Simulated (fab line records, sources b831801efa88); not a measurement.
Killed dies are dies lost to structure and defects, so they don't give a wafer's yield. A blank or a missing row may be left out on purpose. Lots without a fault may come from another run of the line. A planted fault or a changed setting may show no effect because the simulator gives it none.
Which tool did it? | flow sky130 | 6 lots, 18 wafers sampled, at 3 steps of a route of 708

WHAT THE GAUGES READ, wafer by wafer
SKY_METAL4_CD_MEAS_13: target cd 300 nm.
lot  | measured     | on        | cd_nm (nm)
L679 | day 43 17:51 | cd_sem-01 | 299.9 298.7 299.9
L681 | day 44 11:14 | cd_sem-02 | 300.7 299.8 300.8
L687 | day 46 09:20 | cd_sem-01 | 299.9 299.2 299.2
L686 | day 46 19:40 | cd_sem-01 | 299.3 299.3 299.2
L692 | day 47 06:17 | cd_sem-02 | 299.9 299.9 300.9
L694 | day 47 22:06 | cd_sem-01 | 301.3 301.2 300.6

WHICH TOOL RAN EACH LOT (tool, then ch and the chambers of the sampled wafers, then the start)
lot  | SKY_METAL3_STRIP_20             | SKY_CAP2M_SPUTTER_02
L679 | wet_bench-02 ch 0, day 40 18:22 | pvd_sputter-02, day 41 20:58
L681 | wet_bench-02 ch 0, day 41 11:52 | pvd_sputter-04, day 42 14:43
L687 | wet_bench-03 ch 2, day 43 14:08 | pvd_sputter-02, day 44 15:00
L686 | wet_bench-03 ch 0, day 44 01:16 | pvd_sputter-02, day 45 02:10
L692 | wet_bench-03 ch 1, day 44 13:37 | pvd_sputter-04, day 45 13:44
L694 | wet_bench-04 ch 2, day 45 04:34 | pvd_sputter-04, day 46 04:26
- SKY_METAL3_STRIP_20: strips in post etch residue remover, time 1200 s.
- SKY_CAP2M_SPUTTER_02: material TiN, target thk 200 nm, time 166.7 s.

THE ANSWER, worked out from the rows above alone
Rule: what is usual is taken from the lots themselves. Put in order of their means at a reading, lots are off if they are a third of the lots or fewer, leave a main group of 4 or more, and stand apart from it by a gap of 3 or more times the standard deviation of the main group's means; of several such gaps the widest counts. A main group whose means are all the same, to the digits that the tables above print for the reading, isn't used. A lot without any number at a reading at which 4 lots or more have one is off too. The other lots that the step has rows for count as sound.
No lot is off at any reading shown: from this, nothing can be told.

WHAT THE SIMULATOR HAD PUT IN
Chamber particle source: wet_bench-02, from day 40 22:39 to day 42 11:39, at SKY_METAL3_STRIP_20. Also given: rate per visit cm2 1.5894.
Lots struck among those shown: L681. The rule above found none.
